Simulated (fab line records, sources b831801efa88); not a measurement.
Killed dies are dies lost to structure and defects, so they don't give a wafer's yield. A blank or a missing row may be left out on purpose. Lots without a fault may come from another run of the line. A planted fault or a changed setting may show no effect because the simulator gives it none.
Problem report in the 8D (eight disciplines) form, filled by code | flow sky130 | the parts of the form that need people (team, actions taken, sign-off) are left out

1. THE PROBLEM
killed_at_contacts at SKY_PAD_OPEN_PROBE_99 reads a mean of 81 on 1 wafer of 1 lot; wafers without a fault read 25 with a standard deviation of 5.6. That is +10 standard deviations from the usual mean.
First seen on wafer L327.6, day 50 19:31, on prober-02. The record holds 3 wafers of 1 lot with a number at this step. Rule for "out", or "out of limits": more than 4 standard deviations from the usual mean. The other wafers with a number count as sound.

2. WHAT IT IS AND WHAT IT IS NOT
question                    | is                              | is not
which readings at this step | killed_at_contacts, killed_dies | killed_at_M0_to_M3, killed_at_M4_up, killed_at_front_end, killed_at_other, killed_open
which lots                  | L327                            | -
which wafers of those lots  | L327.6                          | L327.4, L327.5
read on which tools         | prober-02                       | -
when                        | from day 50 19:31               | up to then (2 sound wafers)

3. SUSPECTS, AND WHAT RULES EACH OUT
Counting: a tool at a process step up to the reading stays a suspect if it ran every lot that is out. Sound lots after the first of them don't rule it out here, since some wafers of a struck lot are sound.
- cvd_w-02 at SKY_LI_CONTACT_CVD_21 (deposits W, target thk 400 nm, time 120.56 s): kept. It ran the lot that is out, L327 (day 35 23:22).
- prober-02 at SKY_PAD_OPEN_PROBE_99: kept. It ran the lot that is out, L327 (day 50 19:25). Its own readings are out on those wafers: killed_at_contacts, killed_dies.
- Within cvd_w-02 at SKY_LI_CONTACT_CVD_21: the wafers that are out ran in chamber 0; their sound lot-mates ran in chamber 1.
Left after counting: cvd_w-02 at SKY_LI_CONTACT_CVD_21, prober-02 at SKY_PAD_OPEN_PROBE_99.

4. THE CAUSE (what the simulator had put in)
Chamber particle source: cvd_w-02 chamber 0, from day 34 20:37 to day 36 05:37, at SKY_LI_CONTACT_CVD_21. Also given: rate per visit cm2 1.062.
Counting left 2 suspects, and this tool is among them.

5. THE CHAIN OF EFFECTS, in route order
Each row: a reading whose mean over the struck wafers that have a number lies more than 3 standard deviations from the usual. Only readings for which the record gives a usual standard deviation are gone through. hours: the time from each lot's start at the first step in this table that gives one to its start at this step, as a median over the lots. sigmas: the change in usual standard deviations.
hours | step                  | reading            | usual | on struck wafers | change | sigmas
0     | SKY_PAD_OPEN_PROBE_99 | killed_at_contacts | 25    | 81               | +56    | +10
0     | SKY_PAD_OPEN_PROBE_99 | killed_dies        | 86    | 127              | +41    | +4.2
The process steps in it:
- SKY_PAD_OPEN_PROBE_99

6. WHAT WOULD HAVE CAUGHT IT SOONER
In this record the first reading out of limits was taken at day 50 19:31, 383 hours after the fault began at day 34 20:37.
Of the tool readings at SKY_LI_CONTACT_CVD_21 for which the record gives a usual standard deviation, none was out on any struck wafer, so an alarm limit of 4 standard deviations on them would not have fired.
All the lots that are out (1) had begun SKY_LI_CONTACT_CVD_21 on cvd_w-02 by day 50 19:31. A hold on the tool at that time would have spared none of them.
